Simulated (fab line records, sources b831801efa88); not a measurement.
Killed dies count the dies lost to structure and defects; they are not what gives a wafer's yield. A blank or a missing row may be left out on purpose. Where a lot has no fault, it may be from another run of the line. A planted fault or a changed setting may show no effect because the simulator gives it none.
Split-lot trial / flow gf180mcu / 23 wafers read from 5 lots, route of 602 steps

## SPLIT DETAILS
At GF_CONTACT_CVD_00 (deposits SiO2, target thk 300 nm, time 50 s), the setting sih4_flow_sccm was moved away from the recipe's 60 sccm on 11 of the 23 wafers read, by -7.5% to +12.5%. This setting was run at the recipe's value on the other wafers.

The file shows no step between the split and the reading.

## THE READING
CONTACT_CVD_00_THK at GF_CONTACT_THK_MEAS_01, in nm. Typical for fault-free wafers on this fab line: 299 nm, with standard deviation 3.1 nm.

wafer=L076.1; tool, chamber at the split=hdpcvd-02, 2; sih4_flow_sccm as run, sccm=62.67; against the recipe=+4.4%; CONTACT_CVD_00_THK, nm=312; against lot-mates on the recipe=+10
wafer=L076.3; tool, chamber at the split=hdpcvd-02, 0; sih4_flow_sccm as run, sccm=60; against the recipe=recipe; CONTACT_CVD_00_THK, nm=302; against lot-mates on the recipe=-
wafer=L076.4; tool, chamber at the split=hdpcvd-02, 2; sih4_flow_sccm as run, sccm=62.67; against the recipe=+4.4%; CONTACT_CVD_00_THK, nm=313; against lot-mates on the recipe=+12
wafer=L076.5; tool, chamber at the split=hdpcvd-02, 1; sih4_flow_sccm as run, sccm=62.67; against the recipe=+4.4%; CONTACT_CVD_00_THK, nm=313; against lot-mates on the recipe=+12
wafer=L076.6; tool, chamber at the split=hdpcvd-02, 0; sih4_flow_sccm as run, sccm=60; against the recipe=recipe; CONTACT_CVD_00_THK, nm=301; against lot-mates on the recipe=-
wafer=L077.1; tool, chamber at the split=hdpcvd-02, 2; sih4_flow_sccm as run, sccm=55.52; against the recipe=-7.5%; CONTACT_CVD_00_THK, nm=277; against lot-mates on the recipe=-24
wafer=L077.3; tool, chamber at the split=hdpcvd-02, 0; sih4_flow_sccm as run, sccm=60; against the recipe=recipe; CONTACT_CVD_00_THK, nm=300; against lot-mates on the recipe=-
wafer=L077.4; tool, chamber at the split=hdpcvd-02, 1; sih4_flow_sccm as run, sccm=55.52; against the recipe=-7.5%; CONTACT_CVD_00_THK, nm=279; against lot-mates on the recipe=-22
wafer=L077.5; tool, chamber at the split=hdpcvd-02, 0; sih4_flow_sccm as run, sccm=60; against the recipe=recipe; CONTACT_CVD_00_THK, nm=301; against lot-mates on the recipe=-
wafer=L077.6; tool, chamber at the split=hdpcvd-02, 2; sih4_flow_sccm as run, sccm=55.52; against the recipe=-7.5%; CONTACT_CVD_00_THK, nm=277; against lot-mates on the recipe=-24
wafer=L079.1; tool, chamber at the split=hdpcvd-02, 0; sih4_flow_sccm as run, sccm=67.53; against the recipe=+12.5%; CONTACT_CVD_00_THK, nm=339; against lot-mates on the recipe=+41
wafer=L079.2; tool, chamber at the split=hdpcvd-02, 1; sih4_flow_sccm as run, sccm=60; against the recipe=recipe; CONTACT_CVD_00_THK, nm=296; against lot-mates on the recipe=-
wafer=L079.3; tool, chamber at the split=hdpcvd-02, 2; sih4_flow_sccm as run, sccm=60; against the recipe=recipe; CONTACT_CVD_00_THK, nm=300; against lot-mates on the recipe=-
wafer=L079.4; tool, chamber at the split=hdpcvd-02, 1; sih4_flow_sccm as run, sccm=67.53; against the recipe=+12.5%; CONTACT_CVD_00_THK, nm=337; against lot-mates on the recipe=+39
wafer=L079.5; tool, chamber at the split=hdpcvd-02, 2; sih4_flow_sccm as run, sccm=60; against the recipe=recipe; CONTACT_CVD_00_THK, nm=298; against lot-mates on the recipe=-
wafer=L080.1; tool, chamber at the split=hdpcvd-01, 1; sih4_flow_sccm as run, sccm=60; against the recipe=recipe; CONTACT_CVD_00_THK, nm=300; against lot-mates on the recipe=-
wafer=L080.2; tool, chamber at the split=hdpcvd-01, 0; sih4_flow_sccm as run, sccm=62.8; against the recipe=+4.7%; CONTACT_CVD_00_THK, nm=318; against lot-mates on the recipe=+18
wafer=L080.4; tool, chamber at the split=hdpcvd-01, 1; sih4_flow_sccm as run, sccm=62.8; against the recipe=+4.7%; CONTACT_CVD_00_THK, nm=314; against lot-mates on the recipe=+14
wafer=L080.5; tool, chamber at the split=hdpcvd-01, 1; sih4_flow_sccm as run, sccm=62.8; against the recipe=+4.7%; CONTACT_CVD_00_THK, nm=312; against lot-mates on the recipe=+12
wafer=L080.6; tool, chamber at the split=hdpcvd-01, 0; sih4_flow_sccm as run, sccm=60; against the recipe=recipe; CONTACT_CVD_00_THK, nm=301; against lot-mates on the recipe=-
wafer=L082.2; tool, chamber at the split=hdpcvd-01, 1; sih4_flow_sccm as run, sccm=60; against the recipe=recipe; CONTACT_CVD_00_THK, nm=298; against lot-mates on the recipe=-
wafer=L082.5; tool, chamber at the split=hdpcvd-01, 1; sih4_flow_sccm as run, sccm=60; against the recipe=recipe; CONTACT_CVD_00_THK, nm=299; against lot-mates on the recipe=-
wafer=L082.6; tool, chamber at the split=hdpcvd-01, 2; sih4_flow_sccm as run, sccm=60; against the recipe=recipe; CONTACT_CVD_00_THK, nm=297; against lot-mates on the recipe=-

FIT RESULTS
A straight line over all 23 wafers: CONTACT_CVD_00_THK changes by +3.03 nm for each +1% of sih4_flow_sccm; r = +0.99; the points scatter about the line by 1.8 nm.
The same after taking each lot's own level away (the mean of its wafers on the recipe; 23 wafers): +3.08 nm for each +1%; r = +0.99; scatter 1.7 nm.
On that fit, the largest move of sih4_flow_sccm shifts the reading by 39 nm.
The span of the lots' own levels, 298.0 to 301.5 nm, comes to 1.1 times the standard deviation stated above.
The two slopes agree, so the slope changes little with the lot-to-lot level.
Check: for one of the wafers moved furthest among these (+12.5%), held out of the fit, the line's prediction against its lot-mates is +37.5 nm. Against them it came out at +41 nm.

## OTHER SPLITS APPLIED TO THESE WAFERS
Other splits were also applied to these wafers ahead of the reading. Each is held against what the fit with the lots' levels taken away leaves over:
other split on the same wafers=GF_VT_IMPLANT_DEVELOP_39 dev_temp_c; wafers away from the commonest value=3; r with CONTACT_CVD_00_THK (lot level and that fit taken away)=+0.00
other split on the same wafers=GF_POLY_GATE_CVD_00 temp_c; wafers away from the commonest value=15; r with CONTACT_CVD_00_THK (lot level and that fit taken away)=-0.17
other split on the same wafers=GF_POLY_GATE_OXIDATION_16 temp_c; wafers away from the commonest value=10; r with CONTACT_CVD_00_THK (lot level and that fit taken away)=+0.33
other split on the same wafers=GF_HV_LDD_DEVELOP_06 develop_time_s; wafers away from the commonest value=6; r with CONTACT_CVD_00_THK (lot level and that fit taken away)=+0.15
other split on the same wafers=GF_HV_LDD_IMPLANT_09 dose_cm2; wafers away from the commonest value=10; r with CONTACT_CVD_00_THK (lot level and that fit taken away)=-0.28
other split on the same wafers=GF_HV_LDD_COAT_41 spin_rpm; wafers away from the commonest value=9; r with CONTACT_CVD_00_THK (lot level and that fit taken away)=+0.10
other split on the same wafers=GF_HV_LDD_CVD_56 time_s; wafers away from the commonest value=15; r with CONTACT_CVD_00_THK (lot level and that fit taken away)=+0.20
other split on the same wafers=GF_NSD_IMPLANT_10 energy_kev; wafers away from the commonest value=5; r with CONTACT_CVD_00_THK (lot level and that fit taken away)=-0.28
other split on the same wafers=GF_PSD_DEVELOP_06 dev_temp_c; wafers away from the commonest value=10; r with CONTACT_CVD_00_THK (lot level and that fit taken away)=+0.21

## THE WHOLE CHAIN: every reading that the file lists as answering this split, in the file's order
step=GF_CONTACT_CVD_00; what it does=deposits SiO2, target thk 300 nm, time 50 s; reading=SiO2_of_CONTACT_CVD_00.thk_nm (the simulator's own value, which no gauge read); change (the file's fit)=+3.12 nm for each +1% of the setting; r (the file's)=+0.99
step=GF_CONTACT_THK_MEAS_01; what it does=; reading=CONTACT_CVD_00_THK; change (the file's fit)=+3.12 for each +1% of the setting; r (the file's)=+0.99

## THE FILE'S OWN FIT
CONTACT_CVD_00_THK changes by +3.12 nm for each +1% of sih4_flow_sccm, r = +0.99.
